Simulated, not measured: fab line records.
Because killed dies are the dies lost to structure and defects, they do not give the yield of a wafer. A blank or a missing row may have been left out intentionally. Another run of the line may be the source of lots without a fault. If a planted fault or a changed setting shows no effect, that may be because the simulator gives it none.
fab line records	flow sfq_line
record: lots: 5	wafers: 27
route steps=325 shown INCOMING@2 I0@43 I1@73 I2@114 M3@129 M4@160 JJ@179 M5@205 R5@214
start_h: the number of hours between the record's first day and the start of the first shown wafer of the lot	wait_h: hours elapsed since this lot's preceding step	" as in the row above	L1.1+2: one row covering several wafers at once	- no value, or no start given	* or withheld: withheld	< > ~ a bound
route shown NAME@n: NAME is a module with steps in the file, n the number in the route of the first one	usual: mean/standard deviation of fault-free wafers	same: alike in all rows	chamber/n: place in a boat	sites: per-site readings	_std_site: how widely they spread, as a standard deviation	_edge_site: inner sites' mean taken away from outer sites' mean	radius_mm: for every site, how far away it sits from the centre of the wafer	mask NAME#n: copy n	behind: the tool/chamber that last shaped the wafer	hold: reason for holding the lot/hours on hold/outcome of the hold	device: transistor that didn't switch, given as n, p or np	end of line: tests run on the same wafers once the route is complete	a step given without rows: its recipe and nothing more	killed: at the first sort, the dies lost to defects and structure; wafer yield is something else	map: a wafer's dies, x killed, . not, _ none there
set.NAME: the run value of the setting; set.NAME@STEP: its run value at that earlier step	model.NAME: the simulator's own value behind a step, which no gauge read
lots whose settings were changed on purpose; a table a step, a row a wafer
== steps ==
step: SFQ_TRILAYER_INCOMING_OXIDATION_002
recipe: temp_c: 1000	ambient: H2O	target_thk_a: 5000	p_h2o_torr: 720	ox_time_s: 4939
lot.wafer	tool	chamber	start_h	wait_h	set.ox_time_s	model.SiO2_of_TRILAYER_INCOMING_OXIDATION_002.thk_nm
L079.1	-	-	-	0.1	3409	408.1
L079.2	"	-	"	"	3409	404.3
L079.3	"	-	"	"	3409	401.2
L079.4	"	-	"	"	3409	398.7
L079.5	"	-	"	"	3409	395.5
L079.6	"	-	"	"	3409	396.1
L080.1	furnace-01	0	40.12	0.1	4939	505.8
L080.2	"	0	"	"	4939	504.1
L080.3	"	0	"	"	4939	501
L081.1	-	-	-	0.1	4939	518.9
L081.2	"	-	"	"	4939	507.7
L081.3	"	-	"	"	4939	509.5
L081.4	"	-	"	"	4939	508.6
L081.5	"	-	"	"	4939	515
L081.6	"	-	"	"	4939	509.9
L084.1	-	-	-	0.1	4939	509.6
L084.2	"	-	"	"	4939	511.5
L084.3	"	-	"	"	4939	509.8
L084.4	"	-	"	"	4939	505.5
L084.5	"	-	"	"	4939	513.2
L084.6	"	-	"	"	4939	509.4
L085.1	-	-	-	0.1	4939	494
L085.2	"	-	"	"	4939	497.2
L085.3	"	-	"	"	4939	506.6
L085.4	"	-	"	"	4939	492.7
L085.5	"	-	"	"	4939	489.1
L085.6	"	-	"	"	4939	482.8
step: SFQ_TRILAYER_I0_DEP_PECVD_027
recipe: material: SiO2	temp_c: 150	time_s: 111.11	pressure_torr: 2.4	rf_w: 183.3	precursor: SiH4/N2O	target_thk_nm: 500
lot.wafer	tool	chamber	start_h	wait_h	set.time_s	model.SiO2_of_TRILAYER_I0_DEP_PECVD_027.thk_nm
L079.1	pecvd-01	1	201.05	0.0	111.11	501.5
L079.2	"	0	"	"	111.11	500.2
L079.3	"	2	"	"	92.22	421.6
L079.4	"	1	"	"	111.11	506
L079.5	"	0	"	"	92.22	421.7
L079.6	"	2	"	"	92.22	430.3
L080.1	pecvd-03	2	208.66	0.0	111.11	501
L080.2	"	0	"	"	111.11	507.5
L080.3	"	1	"	"	111.11	502.5
L081.1	pecvd-04	0	214.66	0.0	49.33	213
L081.2	"	1	"	"	49.33	216.1
L081.3	"	2	"	"	49.33	216.6
L081.4	"	2	"	"	111.11	502.9
L081.5	"	0	"	"	111.11	499.3
L081.6	"	1	"	"	111.11	495.3
L084.1	pecvd-01	0	225.46	0.0	111.11	501.1
L084.2	"	1	"	"	111.11	493.4
L084.3	"	2	"	"	111.11	496.7
L084.4	"	2	"	"	111.11	507.6
L084.5	"	0	"	"	111.11	505
L084.6	"	1	"	"	111.11	505.8
L085.1	pecvd-04	0	229.08	0.0	51.25	225
L085.2	"	1	"	"	51.25	226.7
L085.3	"	2	"	"	111.11	496.2
L085.4	"	2	"	"	111.11	502.1
L085.5	"	0	"	"	111.11	498.5
L085.6	"	1	"	"	51.25	233.9
step: SFQ_TRILAYER_I0_CMP_CMP_028
recipe: material: SiO2	down_force_psi: 3	platen_rpm: 60	pad_velocity_m_s: 0.94248
usual: time_to_endpoint_s: 221/7.9
lot.wafer	tool	chamber	start_h	wait_h	set.time_s@TRILAYER_I0_DEP_PECVD_027	time_to_endpoint_s
L079.1	cmp-01	2	201.84	0.8	111.11	221
L079.3	"	3	"	"	92.22	165
L079.4	"	0	"	"	111.11	226
L079.2	"	1	"	"	111.11	210
L079.5	"	2	"	"	92.22	168
L079.6	"	3	"	"	92.22	172
L080.2	cmp-01	1	210.84	2.1	111.11	228
L080.3	"	2	"	"	111.11	229
L080.1	"	3	"	"	111.11	230
L081.2	cmp-02	2	216.54	1.8	49.33	16
L081.3	"	3	"	"	49.33	15
L081.1	"	0	"	"	49.33	12
L081.4	"	1	"	"	111.11	220
L081.5	"	2	"	"	111.11	232
L081.6	"	3	"	"	111.11	218
L084.3	cmp-01	3	228.21	2.7	111.11	222
L084.2	"	0	"	"	111.11	222
L084.1	"	1	"	"	111.11	212
L084.4	"	2	"	"	111.11	229
L084.6	"	3	"	"	111.11	233
L084.5	"	0	"	"	111.11	232
L085.2	cmp-01	0	231.21	2.1	51.25	24
L085.3	"	1	"	"	111.11	209
L085.1	"	2	"	"	51.25	22
L085.4	"	3	"	"	111.11	228
L085.6	"	0	"	"	51.25	28
L085.5	"	1	"	"	111.11	208
step: SFQ_TRILAYER_I1_DEP_PECVD_045
recipe: material: SiO2	temp_c: 150	time_s: 111.11	pressure_torr: 2.4	rf_w: 183.3	precursor: SiH4/N2O	target_thk_nm: 500
lot.wafer	tool	chamber	start_h	wait_h	set.time_s	model.SiO2_of_TRILAYER_I1_DEP_PECVD_045.thk_nm
L079.1	pecvd-03	2	355.74	0.0	111.11	497.7
L079.2	"	0	"	"	134.8	607.3
L079.3	"	1	"	"	111.11	501.9
L079.4	"	1	"	"	134.8	615
L079.5	"	2	"	"	111.11	506.5
L079.6	"	0	"	"	134.8	611.7
L080.1	pecvd-03	0	373.74	0.0	111.11	504.5
L080.2	"	1	"	"	111.11	495.6
L080.3	"	2	"	"	111.11	491.4
L081.1	pecvd-02	2	377.34	0.0	92.11	409.3
L081.2	"	0	"	"	111.11	503.8
L081.3	"	1	"	"	111.11	501.5
L081.4	"	0	"	"	111.11	507
L081.5	"	2	"	"	92.11	419.6
L081.6	"	1	"	"	92.11	421.3
L084.1	pecvd-03	1	395.14	0.0	133.9	599.4
L084.2	"	0	"	"	133.9	607.9
L084.3	"	2	"	"	133.9	592
L084.4	"	0	"	"	111.11	516.7
L084.5	"	1	"	"	111.11	502.9
L084.6	"	2	"	"	111.11	501.3
L085.1	pecvd-04	2	402.36	0.0	111.11	502.4
L085.2	"	1	"	"	111.11	497.8
L085.3	"	0	"	"	111.11	497.5
L085.4	"	1	"	"	111.11	498.8
L085.5	"	2	"	"	111.11	504.4
L085.6	"	0	"	"	111.11	503.3
step: SFQ_TRILAYER_I1_CMP_CMP_046
recipe: material: SiO2	down_force_psi: 3	platen_rpm: 60	pad_velocity_m_s: 0.94248
usual: time_to_endpoint_s: 221/8
lot.wafer	tool	chamber	start_h	wait_h	set.time_s@TRILAYER_I1_DEP_PECVD_045	time_to_endpoint_s
L079.2	cmp-01	3	356.79	1.0	134.8	310
L079.1	"	0	"	"	111.11	225
L079.3	"	1	"	"	111.11	215
L079.4	"	2	"	"	134.8	298
L079.6	"	3	"	"	134.8	301
L079.5	"	0	"	"	111.11	232
L080.2	cmp-02	1	375.59	1.8	111.11	218
L080.3	"	2	"	"	111.11	216
L080.1	"	0	377.09	3.3	111.11	219
L081.1	cmp-02	1	378.59	1.2	92.11	150
L081.4	"	2	"	"	111.11	227
L081.2	"	3	"	"	111.11	226
L081.3	"	0	"	"	111.11	218
L081.6	"	1	"	"	92.11	162
L081.5	"	2	"	"	92.11	163
L084.4	cmp-02	0	395.82	0.6	111.11	228
L084.1	"	1	"	"	133.9	274
L084.3	"	2	"	"	133.9	294
L084.2	"	3	"	"	133.9	289
L084.5	"	0	"	"	111.11	215
L084.6	"	1	"	"	111.11	216
L085.1	cmp-02	1	404.90	2.5	111.11	214
L085.2	"	2	"	"	111.11	220
L085.3	"	3	"	"	111.11	214
L085.4	"	0	"	"	111.11	219
L085.6	"	1	"	"	111.11	214
L085.5	"	2	"	"	111.11	224
step: SFQ_TRILAYER_I1_VIA_BARC_OPEN_VIA_ETCH_071
recipe: mask_material: PR	chemistry: O2	target_depth_nm: 125	target: BARC	source_w: 500	bias_w: 80	pressure_mtorr: 30	time_s: 41.7
usual: oes_product_au: 0.685/0.0049
lot.wafer	tool	chamber	start_h	wait_h	set.time_s	oes_product_au	model.KrF_of_TRILAYER_I1_VIA_LITHO_COAT_049.thk_nm
L079.1	rie_diel-04	2	454.24	0.0	63.44	0.648	546.3
L079.2	"	0	"	"	63.44	0.643	547.4
L079.3	"	3	"	"	41.7	0.684	571.4
L079.4	"	1	"	"	41.7	0.683	572.2
L079.5	"	0	"	"	63.44	0.649	546.1
L079.6	"	1	"	"	41.7	0.688	573.1
L080.1	rie_diel-02	1	470.59	0.0	41.7	0.685	574.4
L080.2	"	0	"	"	41.7	0.689	575.7
L080.3	"	3	"	"	41.7	0.689	573.4
L081.1	rie_diel-02	2	475.39	0.0	41.7	0.689	569.9
L081.2	"	3	"	"	51.67	0.657	558.9
L081.3	"	0	"	"	41.7	0.689	570.5
L081.4	"	1	"	"	51.67	0.665	559.3
L081.5	"	3	"	"	41.7	0.680	571.2
L081.6	"	0	"	"	51.67	0.663	558.5
L084.1	rie_diel-04	3	498.26	0.0	24.82	0.895	592.6
L084.2	"	1	"	"	41.7	0.679	573.4
L084.3	"	0	"	"	24.82	0.897	594.3
L084.4	"	2	"	"	41.7	0.692	573.9
L084.5	"	1	"	"	24.82	0.891	593.9
L084.6	"	0	"	"	41.7	0.689	573.7
L085.1	rie_diel-02	0	510.26	0.0	41.7	0.675	576.7
L085.2	"	1	"	"	25.19	0.897	594.1
L085.3	"	3	"	"	25.19	0.876	591.3
L085.4	"	2	"	"	25.19	0.882	591
L085.5	"	1	"	"	41.7	0.689	573.9
L085.6	"	2	"	"	41.7	0.681	571.9
step: SFQ_TRILAYER_I1_VIA_ETCH_VIA_ETCH_052
recipe: target: SiO2	stop_on: Nb	mask_material: PR	taper_deg: 20	chemistry: CHF3	target_depth_nm: 260	source_w: 500	bias_w: 80	pressure_mtorr: 30	time_s: withheld
lot.wafer	tool	chamber	start_h	wait_h	set.time_s@TRILAYER_I1_VIA_BARC_OPEN_VIA_ETCH_071	model.KrF_of_TRILAYER_I1_VIA_LITHO_COAT_049.thk_nm
L079.1	rie_diel-04	2	454.28	0.0	*	502.2
L079.2	"	0	"	"	*	503.1
L079.3	"	3	"	"	*	526.4
L079.4	"	1	"	"	*	528.3
L079.5	"	0	"	"	*	501.9
L079.6	"	1	"	"	*	529.5
L080.1	rie_diel-02	1	470.63	0.0	*	529.1
L080.2	"	0	"	"	*	531.7
L080.3	"	3	"	"	*	528.3
L081.1	rie_diel-02	2	475.43	0.0	*	523.8
L081.2	"	3	"	"	*	514
L081.3	"	0	"	"	*	527.1
L081.4	"	1	"	"	*	514.6
L081.5	"	3	"	"	*	526.6
L081.6	"	0	"	"	*	514.7
L084.1	rie_diel-04	3	498.30	0.0	*	547.2
L084.2	"	1	"	"	*	529.9
L084.3	"	0	"	"	*	550.5
L084.4	"	2	"	"	*	529.6
L084.5	"	1	"	"	*	550.3
L084.6	"	0	"	"	*	529.8
L085.1	rie_diel-02	0	510.30	0.0	*	533.1
L085.2	"	1	"	"	*	549.1
L085.3	"	3	"	"	*	546.4
L085.4	"	2	"	"	*	544.3
L085.5	"	1	"	"	*	529.1
L085.6	"	2	"	"	*	525.6
step: SFQ_TRILAYER_I2_VIA_BARC_OPEN_VIA_ETCH_096
recipe: mask_material: PR	chemistry: O2	target_depth_nm: 125	target: BARC	source_w: 500	bias_w: 80	pressure_mtorr: 30	time_s: 41.7
usual: oes_product_au: 0.685/0.0046
lot.wafer	tool	chamber	start_h	wait_h	set.time_s	oes_product_au	model.KrF_of_TRILAYER_I2_VIA_LITHO_COAT_067.thk_nm
L079.1	rie_diel-01	0	612.40	0.0	50.6	0.664	563.4
L079.2	"	1	"	"	41.7	0.685	575.6
L079.3	"	3	"	"	41.7	0.688	571.2
L079.4	"	0	"	"	50.6	0.666	564.8
L079.5	"	1	"	"	41.7	0.680	575
L079.6	"	3	"	"	50.6	0.665	563.7
L080.1	rie_diel-02	0	622.10	0.0	41.7	0.690	576.4
L080.2	"	2	"	"	41.7	0.688	572.7
L080.3	"	1	"	"	41.7	0.679	574.4
L081.1	rie_diel-02	2	628.10	0.0	41.7	0.692	570.2
L081.2	"	0	"	"	41.7	0.684	573
L081.3	"	1	"	"	41.7	0.684	572.6
L081.4	"	0	"	"	41.7	0.694	573.6
L081.5	"	2	"	"	41.7	0.693	569.6
L081.6	"	1	"	"	41.7	0.690	570.8
L084.1	rie_diel-03	0	648.50	0.0	24.71	0.901	593.1
L084.2	"	1	"	"	41.7	0.692	572.9
L084.3	"	2	"	"	41.7	0.689	576
L084.4	"	3	"	"	24.71	0.901	592.8
L084.5	"	2	"	"	41.7	0.691	572.3
L084.6	"	3	"	"	24.71	0.893	594
L085.1	rie_diel-01	3	659.21	0.0	34.4	0.754	585.6
L085.2	"	0	"	"	41.7	0.697	574.6
L085.3	"	2	"	"	41.7	0.686	574.6
L085.4	"	1	"	"	34.4	0.748	584.2
L085.5	"	2	"	"	34.4	0.756	584.9
L085.6	"	3	"	"	41.7	0.687	575
step: SFQ_TRILAYER_M3_BARC_OPEN_METAL_ETCH_100
recipe: mask_material: PR	chemistry: O2	target_depth_nm: 125	target: BARC	icp_w: 600	bias_w: 80	pressure_mtorr: 10	time_s: 41.7
usual: oes_product_au: 0.685/0.0053
lot.wafer	tool	chamber	start_h	wait_h	set.time_s	oes_product_au	model.KrF_of_TRILAYER_M3_LITHO_COAT_075.thk_nm
L079.1	rie_metal-04	0	673.41	0.0	66.52	0.639	489.2
L079.2	"	1	"	"	66.52	0.644	487.8
L079.3	"	1	"	"	66.52	0.648	488.3
L079.4	"	0	"	"	41.7	0.693	518.9
L079.5	"	0	"	"	41.7	0.693	519.7
L079.6	"	1	"	"	41.7	0.683	521.2
L080.1	rie_metal-04	1	687.38	0.0	41.7	0.690	521
L080.2	"	0	"	"	41.7	0.686	523.9
L080.3	"	1	"	"	41.7	0.692	521.9
L081.1	rie_metal-04	1	692.18	0.0	63.83	0.642	494.2
L081.2	"	0	"	"	63.83	0.640	494.8
L081.3	"	1	"	"	41.7	0.692	523.4
L081.4	"	0	"	"	41.7	0.683	523.8
L081.5	"	0	"	"	63.83	0.635	495.4
L081.6	"	1	"	"	41.7	0.695	524.1
L084.1	rie_metal-01	0	704.18	0.0	41.7	0.676	524.2
L084.2	"	1	"	"	41.7	0.679	524.5
L084.3	"	1	"	"	41.7	0.684	523.2
L084.4	"	0	"	"	41.7	0.681	524.9
L084.5	"	0	"	"	41.7	0.685	524.4
L084.6	"	1	"	"	41.7	0.678	526.3
L085.1	rie_metal-01	1	711.38	0.0	41.7	0.685	522.6
L085.2	"	0	"	"	41.7	0.676	523
L085.3	"	1	"	"	41.7	0.690	525.3
L085.4	"	0	"	"	41.7	0.688	523.7
L085.5	"	0	"	"	41.7	0.676	523.8
L085.6	"	1	"	"	41.7	0.686	524.9
step: SFQ_TRILAYER_M4_ETCH_METAL_ETCH_096
recipe: target: Nb	stop_on: SiO2	mask_material: PR	chemistry: Cl2/Ar	target_depth_nm: 240	icp_w: 600	bias_w: 80	pressure_mtorr: 10	time_s: 120
usual: oes_product_au: 0.891/0.006
lot.wafer	tool	chamber	start_h	wait_h	set.time_s	oes_product_au	model.etch.depth_nm	model.M4.feature_depth_nm	model.KrF_of_TRILAYER_M4_LITHO_COAT_093.thk_nm
L079.1	rie_metal-03	0	938.61	0.0	120	0.898	-	199.8	381.3
L079.2	"	1	"	"	75.48	1.014	-	153.5	432.8
L079.3	"	1	"	"	120	0.902	200.6	200.6	380.7
L079.4	"	0	"	"	75.48	1.000	-	150.6	434.9
L079.5	"	1	"	"	75.48	1.010	153.4	153.4	432.8
L079.6	"	0	"	"	120	0.891	201.3	201.3	383.2
L080.1	rie_metal-01	0	954.96	0.0	120	0.884	198.9	198.9	380.3
L080.2	"	1	"	"	120	0.896	198.3	198.3	385.2
L080.3	"	1	"	"	120	0.890	198.1	198.1	382.4
L081.1	rie_metal-02	1	959.76	0.0	120	0.887	198	198	382.7
L081.2	"	0	"	"	120	0.888	-	199.7	379.8
L081.3	"	0	"	"	120	0.878	-	195.6	382.7
L081.4	"	1	"	"	120	0.888	199.3	199.3	383.4
L081.5	"	0	"	"	120	0.888	198.6	198.6	381.5
L081.6	"	1	"	"	120	0.885	-	196.5	383.5
L084.1	rie_metal-03	0	972.14	0.0	162.6	0.872	201.8	210.3	334.7
L084.2	"	1	"	"	120	0.902	-	203.7	379.2
L084.3	"	0	"	"	162.6	0.875	-	209.9	332.8
L084.4	"	1	"	"	120	0.898	-	201.2	381.6
L084.5	"	1	"	"	120	0.897	203.1	203.1	379
L084.6	"	0	"	"	162.6	0.879	203.5	212.1	333.4
L085.1	rie_metal-01	1	983.02	0.1	54.11	0.983	-	106.2	460.6
L085.2	"	1	"	"	120	0.883	-	197.4	382.2
L085.3	"	1	"	"	54.11	0.994	107.8	107.8	458.2
L085.4	"	1	"	"	54.11	0.992	107.1	107.1	460
L085.5	"	1	"	"	120	0.900	-	201	382.6
L085.6	"	1	"	"	120	0.890	197.7	197.7	384.5
step: SFQ_TRILAYER_JJ_TRILAYER_DEP_SPUTTER_109
recipe: material: Nb	base_pressure_pa: 1.33e-06	chamber_pressure_pa: 0.1333	substrate_temp_c: 20	target_thk_nm: 150	power_w: 2000	time_s: 100
lot.wafer	tool	chamber	start_h	wait_h	set.time_s	model.Nb_of_TRILAYER_JJ_TRILAYER_DEP_SPUTTER_109.thk_nm
L079.1	pvd_sputter-06	-	1016.61	0.0	77.13	114.9
L079.2	"	-	"	"	100	151
L079.3	"	-	"	"	100	149.4
L079.4	"	-	"	"	77.13	115.3
L079.5	"	-	"	"	77.13	115.6
L079.6	"	-	"	"	100	148.7
L080.1	pvd_sputter-06	-	1032.21	0.0	100	152.8
L080.2	"	-	"	"	100	152.9
L080.3	"	-	"	"	100	150.2
L081.1	pvd_sputter-03	-	1035.81	0.0	118.9	179.9
L081.2	"	-	"	"	100	150
L081.3	"	-	"	"	118.9	179.3
L081.4	"	-	"	"	118.9	178.4
L081.5	"	-	"	"	100	150.9
L081.6	"	-	"	"	100	150.2
L084.1	pvd_sputter-04	-	1055.13	0.0	138.5	206.5
L084.2	"	-	"	"	100	148.4
L084.3	"	-	"	"	138.5	205.7
L084.4	"	-	"	"	138.5	205.2
L084.5	"	-	"	"	100	148
L084.6	"	-	"	"	100	146.5
L085.1	pvd_sputter-03	-	1066.93	0.0	126.1	186
L085.2	"	-	"	"	126.1	187.7
L085.3	"	-	"	"	100	149.4
L085.4	"	-	"	"	126.1	188.5
L085.5	"	-	"	"	100	147.9
L085.6	"	-	"	"	100	147.8
step: SFQ_TRILAYER_JJ_TRILAYER_DEP_SPUTTER_110
recipe: material: Al	base_pressure_pa: 1.33e-06	target_thk_nm: 8	power_w: 500	time_s: 10	chamber_pressure_pa: 0.4
step: SFQ_TRILAYER_JJ_TRILAYER_DEP_AL_OXIDATION_111
recipe: pressure_mbar: 0.014667	oxidation_time_s: 600	temperature_k: 293
step: SFQ_TRILAYER_M5_BARC_OPEN_METAL_ETCH_161
recipe: mask_material: PR	chemistry: O2	target_depth_nm: 125	target: BARC	icp_w: 600	bias_w: 80	pressure_mtorr: 10	time_s: 41.7
step: SFQ_TRILAYER_M5_ETCH_METAL_ETCH_126
recipe: target: Nb	stop_on: SiO2	mask_material: PR	over_etch_frac: 0.15	time_s: 203.2	chemistry: Cl2/BCl3	target_depth_nm: 265	icp_w: 600	bias_w: 80	pressure_mtorr: 10
usual: oes_product_au: 0.728/0.0052
lot.wafer	tool	chamber	start_h	wait_h	set.time_s@TRILAYER_JJ_TRILAYER_DEP_SPUTTER_109	oes_product_au	model.M5.feature_depth_nm	model.etch.depth_nm
L079.1	rie_metal-01	0	1136.53	0.0	77.13	0.646	127.4	-
L079.2	"	1	"	"	100	0.731	163.2	-
L079.3	"	0	"	"	100	0.730	161.8	149.4
L079.4	"	1	"	"	77.13	0.648	127.5	-
L079.5	"	0	"	"	77.13	0.650	128.1	115.6
L079.6	"	1	"	"	100	0.735	160.8	148.7
L080.1	rie_metal-03	0	1148.18	0.0	100	0.733	164.8	152.8
L080.2	"	1	"	"	100	0.731	165.3	152.9
L080.3	"	0	"	"	100	0.725	162.3	150.2
L081.1	rie_metal-01	0	1149.38	0.0	118.9	0.804	192.6	179.9
L081.2	"	1	"	"	100	0.728	162.3	-
L081.3	"	0	"	"	118.9	0.797	191.8	-
L081.4	"	1	"	"	118.9	0.798	190.8	178.4
L081.5	"	0	"	"	100	0.732	163.5	150.9
L081.6	"	1	"	"	100	0.732	162.5	-
L084.1	rie_metal-03	1	1172.49	0.0	138.5	0.864	219	206.5
L084.2	"	0	"	"	100	0.730	160.4	-
L084.3	"	0	"	"	138.5	0.857	217.9	-
L084.4	"	1	"	"	138.5	0.857	217.6	-
L084.5	"	0	"	"	100	0.724	160.1	148
L084.6	"	1	"	"	100	0.718	158.8	146.5
L085.1	rie_metal-03	1	1199.85	0.0	126.1	0.809	198.3	-
L085.2	"	0	"	"	126.1	0.816	199.8	-
L085.3	"	0	"	"	100	0.722	161.4	149.4
L085.4	"	1	"	"	126.1	0.818	200.8	188.5
L085.5	"	0	"	"	100	0.727	160	-
L085.6	"	1	"	"	100	0.728	160.1	147.8
step: SFQ_TRILAYER_R5_DEP_SPUTTER_134
recipe: material: Ti	base_pressure_pa: 1.33e-06	target_thk_nm: 5	power_w: 2000	time_s: 5	chamber_pressure_pa: 0.4
lot.wafer	tool	chamber	start_h	wait_h	set.time_s	model.Ti_of_TRILAYER_R5_DEP_SPUTTER_134.thk_nm
L079.1	pvd_sputter-04	-	1184.42	0.0	6.768	6.813
L079.2	"	-	"	"	6.768	6.863
L079.3	"	-	"	"	5	5
L079.4	"	-	"	"	6.768	6.752
L079.5	"	-	"	"	5	4.981
L079.6	"	-	"	"	5	5.092
L080.1	pvd_sputter-03	-	1196.42	0.0	5	4.935
L080.2	"	-	"	"	5	4.98
L080.3	"	-	"	"	5	4.941
L081.1	pvd_sputter-04	-	1197.53	0.0	5	4.958
L081.2	"	-	"	"	2.309	2.33
L081.3	"	-	"	"	2.309	2.294
L081.4	"	-	"	"	5	4.961
L081.5	"	-	"	"	5	5.02
L081.6	"	-	"	"	2.309	2.334
L084.1	pvd_sputter-05	-	1218.53	0.0	5	4.933
L084.2	"	-	"	"	4.243	4.129
L084.3	"	-	"	"	4.243	4.159
L084.4	"	-	"	"	4.243	4.183
L084.5	"	-	"	"	5	4.909
L084.6	"	-	"	"	5	4.855
L085.1	pvd_sputter-03	-	1229.42	0.0	2.653	2.531
L085.2	"	-	"	"	2.653	2.544
L085.3	"	-	"	"	5	4.952
L085.4	"	-	"	"	5	4.763
L085.5	"	-	"	"	2.653	2.456
L085.6	"	-	"	"	5	4.883
== key ==
split: step: SFQ_TRILAYER_INCOMING_OXIDATION_002	setting: ox_time_s	stated: 4939	by: lot
response: step: SFQ_TRILAYER_INCOMING_OXIDATION_002	reading: model.SiO2_of_TRILAYER_INCOMING_OXIDATION_002.thk_nm	change: +3.36	per: 1%	r: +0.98
split: step: SFQ_TRILAYER_I0_DEP_PECVD_027	setting: time_s	stated: 111.11	by: wafer
response: step: SFQ_TRILAYER_I0_DEP_PECVD_027	reading: model.SiO2_of_TRILAYER_I0_DEP_PECVD_027.thk_nm	change: +5.04	per: 1%	r: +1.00
response: step: SFQ_TRILAYER_I0_CMP_CMP_028	reading: time_to_endpoint_s	change: *	per: 1%	r: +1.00
split: step: SFQ_TRILAYER_I1_DEP_PECVD_045	setting: time_s	stated: 111.11	by: wafer
response: step: SFQ_TRILAYER_I1_DEP_PECVD_045	reading: model.SiO2_of_TRILAYER_I1_DEP_PECVD_045.thk_nm	change: +4.9	per: 1%	r: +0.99
response: step: SFQ_TRILAYER_I1_CMP_CMP_046	reading: time_to_endpoint_s	change: *	per: 1%	r: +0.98
split: step: SFQ_TRILAYER_I1_VIA_BARC_OPEN_VIA_ETCH_071	setting: time_s	stated: 41.7	by: wafer
response: step: SFQ_TRILAYER_I1_VIA_BARC_OPEN_VIA_ETCH_071	reading: oes_product_au	shape: bent	at_lowest: 0.894	at_stated: 0.685	at_highest: 0.647
response: step: SFQ_TRILAYER_I1_VIA_BARC_OPEN_VIA_ETCH_071	reading: model.KrF_of_TRILAYER_I1_VIA_LITHO_COAT_049.thk_nm	change: -0.482	per: 1%	r: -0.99
response: step: SFQ_TRILAYER_I1_VIA_ETCH_VIA_ETCH_052	reading: model.KrF_of_TRILAYER_I1_VIA_LITHO_COAT_049.thk_nm	change: -0.475	per: 1%	r: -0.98
split: step: SFQ_TRILAYER_I2_VIA_BARC_OPEN_VIA_ETCH_096	setting: time_s	stated: 41.7	by: wafer
response: step: SFQ_TRILAYER_I2_VIA_BARC_OPEN_VIA_ETCH_096	reading: oes_product_au	change: -0.00411	per: 1%	r: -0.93
response: step: SFQ_TRILAYER_I2_VIA_BARC_OPEN_VIA_ETCH_096	reading: model.KrF_of_TRILAYER_I2_VIA_LITHO_COAT_067.thk_nm	change: -0.49	per: 1%	r: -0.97
split: step: SFQ_TRILAYER_M3_BARC_OPEN_METAL_ETCH_100	setting: time_s	stated: 41.7	by: wafer
response: step: SFQ_TRILAYER_M3_BARC_OPEN_METAL_ETCH_100	reading: oes_product_au	change: -0.000858	per: 1%	r: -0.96
response: step: SFQ_TRILAYER_M3_BARC_OPEN_METAL_ETCH_100	reading: model.KrF_of_TRILAYER_M3_LITHO_COAT_075.thk_nm	change: -0.537	per: 1%	r: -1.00
split: step: SFQ_TRILAYER_M4_ETCH_METAL_ETCH_096	setting: time_s	stated: 120	by: wafer
response: step: SFQ_TRILAYER_M4_ETCH_METAL_ETCH_096	reading: oes_product_au	change: -0.00184	per: 1%	r: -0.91
response: step: SFQ_TRILAYER_M4_ETCH_METAL_ETCH_096	reading: model.etch.depth_nm	change: +1.19	per: 1%	r: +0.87
response: step: SFQ_TRILAYER_M4_ETCH_METAL_ETCH_096	reading: model.M4.feature_depth_nm	change: +1.26	per: 1%	r: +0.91
response: step: SFQ_TRILAYER_M4_ETCH_METAL_ETCH_096	reading: model.KrF_of_TRILAYER_M4_LITHO_COAT_093.thk_nm	change: -1.37	per: 1%	r: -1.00
split: step: SFQ_TRILAYER_JJ_TRILAYER_DEP_SPUTTER_109	setting: time_s	stated: 100	by: wafer
response: step: SFQ_TRILAYER_JJ_TRILAYER_DEP_SPUTTER_109	reading: model.Nb_of_TRILAYER_JJ_TRILAYER_DEP_SPUTTER_109.thk_nm	change: +1.51	per: 1%	r: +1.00
response: step: SFQ_TRILAYER_M5_ETCH_METAL_ETCH_126	reading: oes_product_au	change: +0.00353	per: 1%	r: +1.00
response: step: SFQ_TRILAYER_M5_ETCH_METAL_ETCH_126	reading: model.M5.feature_depth_nm	change: +1.51	per: 1%	r: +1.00
response: step: SFQ_TRILAYER_M5_ETCH_METAL_ETCH_126	reading: model.etch.depth_nm	change: +1.52	per: 1%	r: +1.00
split: step: SFQ_TRILAYER_R5_DEP_SPUTTER_134	setting: time_s	stated: 5	by: wafer
response: step: SFQ_TRILAYER_R5_DEP_SPUTTER_134	reading: model.Ti_of_TRILAYER_R5_DEP_SPUTTER_134.thk_nm	change: +0.0499	per: 1%	r: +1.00
